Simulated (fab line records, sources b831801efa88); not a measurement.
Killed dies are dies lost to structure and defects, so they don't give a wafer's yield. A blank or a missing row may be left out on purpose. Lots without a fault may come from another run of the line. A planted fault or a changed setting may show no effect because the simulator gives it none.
Chamber matching | flow sky130 | SKY_VIA2_CMP_02 on cmp-01: 4 sister chambers
The step polishes SiO2. 4 wafers are shown with their chamber, then 9 later ones without.

WAFERS WITH THEIR CHAMBER
wafer  | chamber | motor_current_A (A)
L083.6 | 3       | 11.1
L085.1 | 0       | 11.4
L085.2 | 2       | 10.7
L085.6 | 1       | 12.7

WAFERS WITHOUT THEIR CHAMBER
wafer  | motor_current_A (A)
L088.1 | 10.5
L088.2 | 10.5
L088.3 | 12.8
L093.1 | 10.4
L093.3 | 11.3
L093.4 | 11.0
L097.3 | 10.8
L097.4 | 12.5
L097.6 | 12.2

WHICH CHAMBER EACH WENT THROUGH
wafer  | from the rows above          | in truth
L088.1 | can't be placed: 2 or 3      | 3
L088.2 | can't be placed: 2 or 3      | 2
L088.3 | 1                            | 1
L093.1 | can't be placed: 2 or 3      | 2
L093.3 | can't be placed: 0 or 3      | 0
L093.4 | can't be placed: 3 or 2 or 0 | 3
L097.3 | can't be placed: 2 or 3      | 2
L097.4 | 1                            | 1
L097.6 | can't be placed: 1 or 0      | 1
Placed correctly: 2 of 9. Can't be placed from these rows: 7 (the true chamber is among the candidates in 7). Placed wrongly: 0.
How it was worked out, from the rows above alone: a wafer's distance from a chamber is the root of the sum, over the readings, of the square of ((its reading less the chamber's mean) divided by the reading's scatter). The wafer belongs to the nearest chamber; if the next one is less than 2 further off, it can't be placed. A chamber's mean is the mean of its shown wafers. The scatter: with one shown wafer a chamber, the root of the mean of the squares of how far each hidden wafer lies from its nearest shown one.
